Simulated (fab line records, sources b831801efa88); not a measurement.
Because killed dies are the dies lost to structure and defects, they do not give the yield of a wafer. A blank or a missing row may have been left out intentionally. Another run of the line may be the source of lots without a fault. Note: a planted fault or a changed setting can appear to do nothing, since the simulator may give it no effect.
fab line records	flow sky130
record: lots: 6	wafers: 18	last_day: 50
route steps=708 shown POLY_CUT@317 SD_P@320 RES_XHIGH@332 SD_N@342 PAD_OPEN@708
lots untouched by any fault: they come from a run of this same line in which no faults occurred
start_h: hours from the record's first day to the start of the lot's first wafer shown	wait_h: hours since the lot's step before	" same as the row above	L1.1+2: one row covering several wafers at once	- no value, or no start was given	* or withheld: withheld	< > ~ a bound
route shown NAME@n: NAME is a module with steps in the file, n the number in the route of the first one	usual: average and standard deviation across the fault-free wafers	same: alike in all rows	chamber/n: place in a boat	sites: per-site readings	_std_site: the values' standard deviation	_edge_site: outer sites' mean less inner sites'	radius_mm: how far each site lies from the wafer's centre	mask NAME#n: copy n	behind: the most recent tool/chamber to have shaped the wafer	hold: cause of the lot's hold/its duration in hours/its outcome	device: transistor that didn't switch, given as n, p or np	end of line: the same wafers' tests at the end of the route	a step given without rows: its recipe and nothing more	killed: the dies lost at the first sort to structure and to defects; this is not the yield of the wafer	map: per-die view of a wafer (x killed, . not killed, _ where there is no die)
set.NAME: the run value of the setting; set.NAME@STEP: its run value at that earlier step	model.NAME: the simulator's own value behind a step, which no gauge read
certain route steps with their lots: each step a table, each wafer a row
services: the hour from which a tool's chamber was out of use, counted from the record's first day as start_h (under 0 if before that day), plus the number of hours and why
== steps ==
step: SKY_POLY_CUT_ETCH_10
recipe: chemistry: N2/H2	target: BARC	ion_energy_ev: 200	source_w: 500	bias_w: 100	pressure_mtorr: 30	n2_flow_sccm: 100	h2_flow_sccm: 200	stop_on: SiO2	time_s: 45.9	target_depth_a: 600
usual: drypump_motor_current_A: 5.8/0.4	oes_product_au: 0.853/0.0043	throttle_valve_pct: 13.225/0.0095
lot.wafer	tool	chamber	start_h	wait_h	drypump_motor_current_A	oes_product_au	rf_hours_counter_h	throttle_valve_pct
L254.1	rie_diel-04	1	622.15	0.0	5.4	0.848	12	13.225
L254.2	"	2	"	"	6.2	0.848	47	13.227
L254.4	"	0	"	"	5.5	0.851	57	13.226
L260.2	rie_diel-01	2	667.85	0.0	5.7	0.858	14	13.233
L260.4	"	3	"	"	5.1	0.850	7	13.218
L260.6	"	2	"	"	5.7	0.856	-	13.221
L261.1	rie_diel-02	0	675.80	0.0	5.8	0.850	15	13.222
L261.2	"	3	"	"	5.7	0.850	3	13.211
L261.5	"	3	"	"	5.7	0.859	-	13.222
L263.4	rie_diel-01	2	691.22	0.0	5.7	0.850	-	13.234
L263.5	"	3	"	"	5.1	0.850	-	13.217
L263.6	"	1	"	"	6.1	0.848	-	13.206
L268.1	rie_diel-01	0	735.90	0.0	6.2	0.851	1	13.242
L268.5	"	3	"	"	5.1	0.858	-	13.220
L268.6	"	0	"	"	6.2	0.858	-	13.224
L270.2	rie_diel-04	2	743.05	0.0	6.2	0.855	51	13.233
L270.5	"	2	"	"	6.2	0.856	-	13.242
L270.6	"	0	"	"	5.5	0.854	-	13.210
step: SKY_POLY_CUT_ETCH_11
recipe: target: Si3N4	chemistry: CF4/CH2F2/Ar	stop_on: poly-Si	source_w: 600	bias_w: 150	pressure_mtorr: 40	cf4_flow_sccm: 40	ch2f2_flow_sccm: 20	Ar_flow_sccm: 150	time_s: 42.5	target_depth_a: 600
step: SKY_POLY_CUT_STRIP_12
recipe: chemistry: O2/N2	power_w: 1400	pressure_mtorr: 1500	platen_temp_c: withheld	o2_flow_sccm: 3000	n2_flow_sccm: 300	overash_fraction: 0.5
usual: drypump_motor_current_A: 5.9/0.49	oes_product_au: 0.452/0.0043	strip_time_to_endpoint_s: 5.353/0.016
lot.wafer	tool	chamber	start_h	wait_h	drypump_motor_current_A	oes_product_au	rf_hours_counter_h	strip_time_to_endpoint_s
L254.1	plasma_asher-03	1	622.23	0.0	5.6	0.456	79	5.325
L254.2	"	0	"	"	5.5	0.449	79	5.336
L254.4	"	1	"	"	5.6	0.448	-	5.330
L260.2	plasma_asher-04	1	667.93	0.0	6.8	0.449	95	5.368
L260.4	"	1	"	"	6.8	0.453	-	5.347
L260.6	"	1	"	"	6.8	0.450	-	5.340
L261.1	plasma_asher-03	0	675.88	0.0	5.5	0.443	84	5.342
L261.2	"	1	"	"	5.6	0.459	84	5.338
L261.5	"	0	"	"	5.5	0.457	-	5.344
L263.4	plasma_asher-04	1	691.32	0.0	6.8	0.451	-	5.380
L263.5	"	0	"	"	6.3	0.451	-	5.353
L263.6	"	1	"	"	6.8	0.448	-	5.375
L268.1	plasma_asher-02	1	735.99	0.0	6.1	0.447	61	5.351
L268.5	"	1	"	"	6.1	0.447	-	5.340
L268.6	"	0	"	"	5.4	0.449	-	5.336
L270.2	plasma_asher-04	0	743.14	0.0	6.3	0.452	0	5.340
L270.5	"	0	"	"	6.3	0.450	-	5.342
L270.6	"	1	"	"	6.8	0.455	-	5.353
step: SKY_SD_P_DEHYDRATE_00
recipe: temp_c: 200	time_s: 60
step: SKY_SD_P_HMDS_01
recipe: prime_time_s: 60	prime_temp_c: 120
step: SKY_SD_P_COAT_02
recipe: resist: NOVOLAK	spin_rpm: 3000	resist_thk_nm: 1140
step: SKY_SD_P_SOFTBAKE_03
recipe: temp_c: 90	time_s: 60	resist: NOVOLAK
step: SKY_SD_P_EXPOSE_04
recipe: mask_id: PSDM	na: 0.6	source_shape: conventional	sigma_outer: 0.6	polarization: unpolarized	target_cd_nm: 380	dose_mj: 138
step: SKY_SD_P_PEB_05
recipe: temp_c: withheld	time_s: *	resist: NOVOLAK
step: SKY_SD_P_DEVELOP_06
recipe: resist: NOVOLAK	developer: TMAH	develop_time_s: 60	dev_temp_c: 23
step: SKY_SD_P_CD_MEAS_07
recipe: target_cd_nm: 380
usual: cd_nm: 379/3
lot.wafer	tool	chamber	start_h	wait_h	cd_nm
L254.1	cd_sem-02	-	650.19	0.1	381
L254.2	"	-	"	"	380
L254.4	"	-	"	"	378
L260.2	cd_sem-02	-	696.63	0.2	382
L260.4	"	-	"	"	383
L260.6	"	-	"	"	383
L261.1	cd_sem-02	-	703.60	0.1	381
L261.2	"	-	"	"	380
L261.5	"	-	"	"	380
L263.4	cd_sem-01	-	720.00	0.1	379
L263.5	"	-	"	"	381
L263.6	"	-	"	"	381
L268.1	cd_sem-02	-	762.19	0.1	380
L268.5	"	-	"	"	377
L268.6	"	-	"	"	378
L270.2	cd_sem-02	-	769.76	0.1	381
L270.5	"	-	"	"	385
L270.6	"	-	"	"	383
step: SKY_SD_P_OVL_MEAS_08
usual: SD_P_OVL: 0.0/1.3
lot.wafer	tool	chamber	start_h	wait_h	SD_P_OVL[nm]
L254.1	overlay-01	-	650.31	0.1	2.1
L254.2	"	-	"	"	2.5
L254.4	"	-	"	"	1.8
L260.2	overlay-02	-	696.74	0.1	0.3
L260.4	"	-	"	"	0.3
L260.6	"	-	"	"	3.2
L261.1	overlay-02	-	703.72	0.1	0.4
L261.2	"	-	"	"	-1.1
L261.5	"	-	"	"	-1.7
L263.4	overlay-02	-	720.08	0.1	-0.3
L263.5	"	-	"	"	2.5
L263.6	"	-	"	"	-0.6
L268.1	overlay-02	-	762.31	0.1	-0.9
L268.5	"	-	"	"	0.4
L268.6	"	-	"	"	0.0
L270.2	overlay-02	-	769.87	0.1	-0.2
L270.5	"	-	"	"	-2.0
L270.6	"	-	"	"	0.2
step: SKY_SD_P_IMPLANT_09
recipe: species: BF2	energy_kev: 20	dose_cm2: 3e+15	tilt_deg: 0
usual: tilt_deg: 0.002/0.017
lot.wafer	tool	chamber	start_h	wait_h	tilt_deg
L254.1	implanter-03	0	650.35	0.0	0.003
L254.2	"	0	"	"	0.028
L254.4	"	0	"	"	-0.002
L260.2	implanter-03	0	696.79	0.0	4.590
L260.4	"	0	"	"	4.597
L260.6	"	0	"	"	4.580
L261.1	implanter-03	0	703.76	0.0	4.623
L261.2	"	0	"	"	4.578
L261.5	"	0	"	"	4.560
L263.4	implanter-04	0	720.17	0.1	0.007
L263.5	"	0	"	"	0.005
L263.6	"	0	"	"	0.012
L268.1	implanter-02	0	762.35	0.0	0.000
L268.5	"	0	"	"	-0.025
L268.6	"	0	"	"	-0.035
L270.2	implanter-04	0	769.92	0.0	-0.013
L270.5	"	0	"	"	-0.023
L270.6	"	0	"	"	-0.021
step: SKY_SD_P_STRIP_10
recipe: chemistry: O2/N2	power_w: 1400	pressure_mtorr: 1500	platen_temp_c: withheld	o2_flow_sccm: 3000	n2_flow_sccm: 300	overash_fraction: 0.5
step: SKY_SD_P_TW_MEAS_11
usual: SD_P_TW: 2838/36
lot.wafer	tool	chamber	start_h	wait_h	SD_P_TW
L254.1	film_metro-01	-	650.60	0.1	2802
L254.2	"	-	"	"	2806
L254.4	"	-	"	"	2802
L260.2	film_metro-02	-	697.03	0.1	3041
L260.4	"	-	"	"	3053
L260.6	"	-	"	"	3046
L261.1	film_metro-02	-	704.01	0.1	3061
L261.2	"	-	"	"	3041
L261.5	"	-	"	"	3053
L263.4	film_metro-01	-	720.38	0.1	2808
L263.5	"	-	"	"	2805
L263.6	"	-	"	"	2803
L268.1	film_metro-02	-	762.60	0.1	2855
L268.5	"	-	"	"	2870
L268.6	"	-	"	"	2869
L270.2	film_metro-02	-	770.16	0.1	2879
L270.5	"	-	"	"	2900
L270.6	"	-	"	"	2872
step: SKY_RES_XHIGH_DEHYDRATE_00
recipe: temp_c: 200	time_s: 60
step: SKY_RES_XHIGH_HMDS_01
recipe: prime_time_s: 60	prime_temp_c: 120
step: SKY_RES_XHIGH_COAT_02
recipe: resist: NOVOLAK	spin_rpm: 3000	resist_thk_nm: 1140
step: SKY_RES_XHIGH_SOFTBAKE_03
recipe: temp_c: 90	time_s: 60	resist: NOVOLAK
step: SKY_RES_XHIGH_EXPOSE_04
recipe: mask_id: URPM	na: 0.6	source_shape: conventional	sigma_outer: 0.6	polarization: unpolarized	target_cd_nm: 1270	dose_mj: 140
step: SKY_RES_XHIGH_PEB_05
recipe: temp_c: withheld	time_s: *	resist: NOVOLAK
step: SKY_RES_XHIGH_DEVELOP_06
recipe: resist: NOVOLAK	developer: TMAH	develop_time_s: 60	dev_temp_c: 23
step: SKY_RES_XHIGH_IMPLANT_07
recipe: species: BF2	energy_kev: 20	dose_cm2: 3.513e+14	tilt_deg: 0
step: SKY_RES_XHIGH_STRIP_08
recipe: chemistry: O2/N2	power_w: 1400	pressure_mtorr: 1500	platen_temp_c: withheld	o2_flow_sccm: 3000	n2_flow_sccm: 300	overash_fraction: 0.5
usual: drypump_motor_current_A: 6.2/0.45	oes_product_au: 0.712/0.0047	strip_time_to_endpoint_s: 14.23/0.04
lot.wafer	tool	chamber	start_h	wait_h	drypump_motor_current_A	oes_product_au	rf_hours_counter_h	strip_time_to_endpoint_s
L254.1	plasma_asher-02	1	678.30	0.1	6.0	0.716	55	14.26
L254.2	"	0	"	"	5.4	0.718	55	14.26
L254.4	"	1	"	"	6.1	0.712	-	14.19
L260.2	plasma_asher-02	1	725.25	0.1	6.1	0.704	60	14.23
L260.4	"	0	"	"	5.4	0.713	-	14.27
L260.6	"	1	"	"	6.0	0.710	-	14.24
L261.1	plasma_asher-01	0	731.45	0.1	5.7	0.707	29	14.27
L261.2	"	1	"	"	6.3	0.717	29	14.19
L261.5	"	0	"	"	5.7	0.712	-	14.23
L263.4	plasma_asher-04	0	747.63	0.1	6.3	0.708	-	14.25
L263.5	"	1	"	"	6.8	0.720	-	14.25
L263.6	"	0	"	"	6.3	0.712	-	14.23
L268.1	plasma_asher-04	0	789.25	0.1	6.3	0.707	5	14.23
L268.5	"	1	"	"	6.8	0.710	-	14.20
L268.6	"	0	"	"	6.3	0.716	-	14.24
L270.2	plasma_asher-04	1	796.80	0.1	6.8	0.709	6	14.17
L270.5	"	1	"	"	6.8	0.714	-	14.21
L270.6	"	0	"	"	6.3	0.711	-	14.18
step: SKY_RES_XHIGH_TW_MEAS_09
usual: RES_XHIGH_TW: 1629/25
lot.wafer	tool	chamber	start_h	wait_h	RES_XHIGH_TW
L254.1	film_metro-02	-	678.40	0.1	1659
L254.2	"	-	"	"	1668
L254.4	"	-	"	"	1664
L260.2	film_metro-02	-	725.36	0.1	1653
L260.4	"	-	"	"	1657
L260.6	"	-	"	"	1666
L261.1	film_metro-04	-	731.55	0.1	1604
L261.2	"	-	"	"	1607
L261.5	"	-	"	"	1610
L263.4	film_metro-04	-	747.73	0.1	1607
L263.5	"	-	"	"	1594
L263.6	"	-	"	"	1598
L268.1	film_metro-02	-	789.35	0.1	1660
L268.5	"	-	"	"	1660
L268.6	"	-	"	"	1660
L270.2	film_metro-04	-	796.91	0.1	1592
L270.5	"	-	"	"	1594
L270.6	"	-	"	"	1595
step: SKY_SD_N_DEHYDRATE_00
recipe: temp_c: 200	time_s: 60
step: SKY_SD_N_HMDS_01
recipe: prime_time_s: 60	prime_temp_c: 120
step: SKY_SD_N_COAT_02
recipe: resist: NOVOLAK	spin_rpm: 3000	resist_thk_nm: 1140
step: SKY_SD_N_SOFTBAKE_03
recipe: temp_c: 90	time_s: 60	resist: NOVOLAK
step: SKY_SD_N_EXPOSE_04
recipe: mask_id: NSDM	na: 0.6	source_shape: conventional	sigma_outer: 0.6	polarization: unpolarized	target_cd_nm: 380	dose_mj: 141
step: SKY_SD_N_PEB_05
recipe: temp_c: withheld	time_s: *	resist: NOVOLAK
step: SKY_SD_N_DEVELOP_06
recipe: resist: NOVOLAK	developer: TMAH	develop_time_s: 60	dev_temp_c: 23
step: SKY_SD_N_CD_MEAS_07
recipe: target_cd_nm: 380
usual: cd_nm: 379.6/2.9
lot.wafer	tool	chamber	start_h	wait_h	cd_nm
L254.1	cd_sem-02	-	707.25	0.1	380.8
L254.2	"	-	"	"	380.7
L254.4	"	-	"	"	380.0
L260.2	cd_sem-01	-	752.91	0.1	382.3
L260.4	"	-	"	"	381.5
L260.6	"	-	"	"	382.2
L261.1	cd_sem-01	-	759.09	0.1	380.2
L261.2	"	-	"	"	383.1
L261.5	"	-	"	"	384.1
L263.4	cd_sem-02	-	773.70	0.1	380.1
L263.5	"	-	"	"	379.6
L263.6	"	-	"	"	378.0
L268.1	cd_sem-02	-	815.94	0.1	380.1
L268.5	"	-	"	"	379.5
L268.6	"	-	"	"	378.2
L270.2	cd_sem-02	-	823.31	0.1	380.2
L270.5	"	-	"	"	380.1
L270.6	"	-	"	"	382.4
step: SKY_SD_N_OVL_MEAS_08
usual: SD_N_OVL: 0.8/1.5
lot.wafer	tool	chamber	start_h	wait_h	SD_N_OVL[nm]
L254.1	overlay-01	-	707.37	0.1	-0.7
L254.2	"	-	"	"	1.3
L254.4	"	-	"	"	0.0
L260.2	overlay-02	-	753.02	0.1	0.2
L260.4	"	-	"	"	1.6
L260.6	"	-	"	"	0.4
L261.1	overlay-02	-	759.21	0.1	0.4
L261.2	"	-	"	"	1.8
L261.5	"	-	"	"	3.7
L263.4	overlay-02	-	773.78	0.1	-0.1
L263.5	"	-	"	"	2.1
L263.6	"	-	"	"	-0.9
L268.1	overlay-02	-	816.06	0.1	0.4
L268.5	"	-	"	"	0.5
L268.6	"	-	"	"	0.1
L270.2	overlay-02	-	823.42	0.1	0.4
L270.5	"	-	"	"	0.9
L270.6	"	-	"	"	0.3
step: SKY_SD_N_IMPLANT_09
recipe: species: As	energy_kev: 50	dose_cm2: 4e+15	tilt_deg: 0
step: SKY_SD_N_IMPLANT_10
recipe: species: P	energy_kev: 20	dose_cm2: 1e+14	tilt_deg: 0
step: SKY_SD_N_STRIP_11
recipe: chemistry: O2/N2	power_w: 1400	pressure_mtorr: 1500	platen_temp_c: withheld	o2_flow_sccm: 3000	n2_flow_sccm: 300	overash_fraction: 0.5
usual: drypump_motor_current_A: 5.8/0.32	oes_product_au: 0.528/0.0042	strip_time_to_endpoint_s: 22.54/0.051
lot.wafer	tool	chamber	start_h	wait_h	drypump_motor_current_A	oes_product_au	rf_hours_counter_h	strip_time_to_endpoint_s
L254.1	plasma_asher-01	0	707.70	0.1	5.7	0.519	27	22.53
L254.2	"	1	"	"	6.3	0.526	27	22.55
L254.4	"	0	"	"	5.7	0.523	-	22.57
L260.2	plasma_asher-02	0	753.35	0.1	5.4	0.525	64	22.39
L260.4	"	1	"	"	6.1	0.523	-	22.44
L260.6	"	0	"	"	5.4	0.533	-	22.41
L261.1	plasma_asher-03	0	759.55	0.1	5.5	0.526	93	22.61
L261.2	"	1	"	"	5.6	0.528	93	22.54
L261.5	"	0	"	"	5.5	0.532	-	22.61
L263.4	plasma_asher-01	0	774.13	0.1	5.7	0.524	-	22.54
L263.5	"	1	"	"	6.3	0.526	-	22.52
L263.6	"	0	"	"	5.7	0.530	-	22.58
L268.1	plasma_asher-03	1	816.40	0.1	5.5	0.528	99	22.57
L268.5	"	0	"	"	5.4	0.533	-	22.64
L268.6	"	1	"	"	5.5	0.529	-	22.56
L270.2	plasma_asher-02	1	823.75	0.1	6.0	0.527	70	22.52
L270.5	"	1	"	"	6.0	0.526	-	22.53
L270.6	"	0	"	"	5.4	0.523	-	22.48
step: SKY_SD_N_TW_MEAS_12
usual: SD_N_TW: 3974/56
lot.wafer	tool	chamber	start_h	wait_h	SD_N_TW
L254.1	film_metro-04	-	707.80	0.1	3922
L254.2	"	-	"	"	3928
L254.4	"	-	"	"	3912
L260.2	film_metro-04	-	753.46	0.1	3928
L260.4	"	-	"	"	3914
L260.6	"	-	"	"	3900
L261.1	film_metro-02	-	759.65	0.1	4063
L261.2	"	-	"	"	4030
L261.5	"	-	"	"	4044
L263.4	film_metro-01	-	774.23	0.1	3988
L263.5	"	-	"	"	3979
L263.6	"	-	"	"	3990
L268.1	film_metro-01	-	816.50	0.1	4011
L268.5	"	-	"	"	4011
L268.6	"	-	"	"	3995
L270.2	film_metro-04	-	823.86	0.1	3908
L270.5	"	-	"	"	3886
L270.6	"	-	"	"	3938
step: SKY_SD_N_CLEAN_13
recipe: chemistry: SC1/SC2	mix: 1:4:20	temp_c: 70	time_s: 150	dry: n2_spin
step: SKY_SD_N_RTA_14
recipe: temp_c: 1075	time_s: 2	idle_temp_c: 650	ramp_up_c_per_s: 150	ramp_down_c_per_s: 90	ambient: N2
usual: lamp_power_pct: 15.74/0.055	wafer_temp_C_max: 1078.2/1.4
lot.wafer	tool	chamber	start_h	wait_h	lamp_power_pct	wafer_temp_C_max
L254.1	rtp_anneal-01	0	707.92	0.0	15.75	1076.7
L254.2	"	0	"	"	15.76	1077.7
L254.4	"	0	"	"	15.58	1076.9
L260.2	rtp_anneal-02	0	753.57	0.0	15.67	1082.9
L260.4	"	0	"	"	15.70	1077.1
L260.6	"	0	"	"	15.72	1078.8
L261.1	rtp_anneal-01	0	759.76	0.0	15.69	1081.0
L261.2	"	0	"	"	15.82	1077.3
L261.5	"	0	"	"	15.72	1081.4
L263.4	rtp_anneal-01	0	774.34	0.0	15.71	1079.2
L263.5	"	0	"	"	15.75	1078.6
L263.6	"	0	"	"	15.81	1079.8
L268.1	rtp_anneal-02	0	816.61	0.0	15.81	1078.4
L268.5	"	0	"	"	15.66	1079.0
L268.6	"	0	"	"	15.84	1077.0
L270.2	rtp_anneal-02	0	823.97	0.0	15.90	1076.0
L270.5	"	0	"	"	15.70	1076.9
L270.6	"	0	"	"	15.84	1076.6
step: SKY_SD_N_RS_MEAS_16
recipe: thk_meas_gauge: four-point-probe
usual: SD_N_RS: 68.57/0.13
lot.wafer	tool	chamber	start_h	wait_h	SD_N_RS[ohm/sq]
L254.1	film_metro-02	-	708.09	0.1	68.55
L254.2	"	-	"	"	68.57
L254.4	"	-	"	"	68.66
L260.2	film_metro-02	-	753.75	0.1	68.41
L260.4	"	-	"	"	68.55
L260.6	"	-	"	"	68.47
L261.1	film_metro-01	-	759.94	0.1	68.75
L261.2	"	-	"	"	68.57
L261.5	"	-	"	"	68.66
L263.4	film_metro-04	-	774.54	0.1	68.32
L263.5	"	-	"	"	68.61
L263.6	"	-	"	"	68.64
L268.1	film_metro-02	-	816.78	0.1	68.62
L268.5	"	-	"	"	68.75
L268.6	"	-	"	"	68.67
L270.2	film_metro-04	-	824.15	0.1	68.66
L270.5	"	-	"	"	68.58
L270.6	"	-	"	"	68.60
step: SKY_SD_N_RS_MEAS_17
recipe: thk_meas_gauge: four-point-probe
usual: SD_P_RS: 147.1/0.43
lot.wafer	tool	chamber	start_h	wait_h	SD_P_RS[ohm/sq]
L254.1	film_metro-02	-	708.21	0.1	147.0
L254.2	"	-	"	"	146.9
L254.4	"	-	"	"	147.3
L260.2	film_metro-02	-	753.87	0.1	140.2
L260.4	"	-	"	"	140.2
L260.6	"	-	"	"	140.4
L261.1	film_metro-01	-	760.06	0.1	140.8
L261.2	"	-	"	"	140.7
L261.5	"	-	"	"	140.4
L263.4	film_metro-04	-	774.66	0.1	146.3
L263.5	"	-	"	"	146.7
L263.6	"	-	"	"	146.3
L268.1	film_metro-02	-	816.90	0.1	147.2
L268.5	"	-	"	"	146.9
L268.6	"	-	"	"	146.9
L270.2	film_metro-04	-	824.27	0.1	147.1
L270.5	"	-	"	"	147.0
L270.6	"	-	"	"	147.1
step: SKY_PAD_OPEN_PROBE_99
usual: killed_at_M0_to_M3: 44/6.7	killed_at_M4_up: 3.1/1.8	killed_at_contacts: 24/5.1	killed_at_front_end: 16/4.7	killed_at_other: 0.3/0.59	killed_dies: 88/9.6	killed_open: 48/7.3	killed_short: 39/6.5
same: gross_dies: 492	killed_at_back_side: 0
lot.wafer	tool	chamber	start_h	wait_h	killed_at_M0_to_M3	killed_at_M4_up	killed_at_contacts	killed_at_front_end	killed_at_other	killed_dies	killed_open	killed_short
L254.1	prober-02	-	1117.15	0.1	39	3	18	3	0	63	35	27
L254.4	prober-02	-	1117.30	0.2	42	3	20	8	0	73	42	30
L260.2	prober-01	-	1154.96	0.1	42	7	21	13	2	85	50	35
L260.4	prober-01	-	1155.06	0.2	53	4	22	17	0	96	57	39
L260.6	prober-01	-	1155.16	0.2	43	4	18	16	0	81	41	40
L270.2	prober-01	-	1198.56	0.1	36	4	30	19	1	90	50	38
L270.5	prober-01	-	1198.71	0.2	37	5	26	11	1	80	42	37
L270.6	prober-01	-	1198.76	0.2	42	3	21	13	0	79	33	45
killed by level:class
L254.1 CONTACT:geometric_particle:open=9 VIA2:geometric_particle:open=8 VIA1:geometric_particle:short=7 METAL1:geometric_particle:short=7 VIA1:geometric_particle:open=7 LI_CONTACT:geometric_particle:open=4 VIA2:geometric_particle:short=3 VIA3:geometric_particle:open=3
L254.4 VIA2:geometric_particle:open=10 VIA1:geometric_particle:open=9 LI_CONTACT:geometric_particle:open=8 CONTACT:geometric_particle:open=5 VIA3:geometric_particle:open=5 METAL1:geometric_particle:short=4 METAL2:geometric_particle:short=4 FIELD_ISO:geometric_particle:short=3
L260.2 VIA1:geometric_particle:open=10 VIA3:geometric_particle:open=9 VIA2:geometric_particle:open=8 LI_CONTACT:geometric_particle:open=7 METAL2:geometric_particle:short=7 FIELD_ISO:geometric_particle:open=5 LOCAL_INTERCONNECT:geometric_particle:open=4 METAL4:geometric_particle:short=4
L260.4 VIA1:geometric_particle:open=16 CONTACT:geometric_particle:open=9 METAL1:geometric_particle:short=8 VIA2:geometric_particle:open=8 LI_CONTACT:geometric_particle:open=5 LOCAL_INTERCONNECT:geometric_particle:short=5 VIA3:geometric_particle:open=5 FIELD_ISO:geometric_particle:open=4
L260.6 VIA1:geometric_particle:open=10 METAL2:geometric_particle:short=10 CONTACT:geometric_particle:open=9 FIELD_ISO:geometric_particle:open=6 VIA1:geometric_particle:short=6 METAL1:geometric_particle:short=5 LOCAL_INTERCONNECT:geometric_particle:short=4 VIA2:geometric_particle:open=4
L270.2 LI_CONTACT:geometric_particle:open=10 CONTACT:geometric_particle:short=8 VIA3:geometric_particle:open=8 VIA1:geometric_particle:open=7 VIA2:geometric_particle:open=7 CONTACT:geometric_particle:open=6 METAL2:geometric_particle:short=6 POLY_GATE:geometric_particle:open=5
L270.5 LI_CONTACT:geometric_particle:open=9 CONTACT:geometric_particle:open=7 VIA3:geometric_particle:open=6 METAL1:geometric_particle:short=6 VIA1:geometric_particle:open=6 VIA2:geometric_particle:short=5 LI_CONTACT:geometric_particle:short=4 CONTACT:geometric_particle:short=4
L270.6 METAL1:geometric_particle:short=9 VIA1:geometric_particle:open=8 FIELD_ISO:geometric_particle:short=5 LOCAL_INTERCONNECT:geometric_particle:short=5 CONTACT:geometric_particle:short=5 VIA2:geometric_particle:open=5 VIA3:geometric_particle:open=5 LI_CONTACT:geometric_particle:open=4
== services ==
tool	chamber	start_h	hours	kind
rie_diel-02	1	602.72	2.3	repair
plasma_asher-02	-	619.51	1.0	repair
implanter-03	-	642.14	2.9	repair
rie_diel-04	2	646.68	12.8	repair
rie_diel-02	2	655.91	4.5	repair
implanter-03	-	662.09	4.0	repair
implanter-04	-	666.44	2.4	repair
rie_diel-04	-	679.51	0.3	repair
implanter-02	-	694.94	3.5	pm
plasma_asher-03	-	710.60	2.8	repair
implanter-03	-	710.96	2.2	repair
rie_diel-02	1	721.88	9.8	repair
rie_diel-04	0	723.58	2.6	repair
rie_diel-02	0	730.14	5.7	repair
plasma_asher-04	-	733.75	9.0	pm
plasma_asher-04	0	733.75	9.0	vent_cycle
plasma_asher-01	-	734.53	14.6	pm
rie_diel-02	0	755.21	2.1	repair
rie_diel-04	-	781.42	28.1	pm
plasma_asher-02	-	795.95	7.0	repair
rie_diel-02	-	804.44	15.2	repair
rie_diel-04	-	814.97	0.7	repair
rie_diel-01	-	822.17	1.6	repair
rie_diel-01	-	823.73	0.3	repair
== key ==
first_sign: step: SKY_SD_P_IMPLANT_09	reading: tilt_deg	direction: up	sigmas: 99+	usual: *	struck: *
effect: step: SKY_SD_P_TW_MEAS_11	reading: SD_P_TW	direction: up	sigmas: 5.9	usual: 2838	struck: 3049
effect: step: SKY_SD_N_RS_MEAS_17	reading: SD_P_RS	direction: down	sigmas: 16	usual: 147.1	struck: 140.5
met_at SKY_SD_P_IMPLANT_09
struck_wafers L260.2,L260.4,L260.6,L261.1,L261.2,L261.5
tester_left_out L260,L261
onset_between 650.35 696.79
fault: kind: process_parameter_drift	tool: implanter-03	chamber: -	onset_h: 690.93	steps: SKY_SD_P_IMPLANT_09	channel: tilt_deg	offset: *	shape: step	end_h: 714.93	acts_in: *	stated: *
tester_left_out: of these lots the tester's yield and bins aren't shown, on N5 and GAA mostly nor the transistor test; their killed dies are dies lost to structure and defects alone, not to doping, threshold or leakage, so they don't give the yield
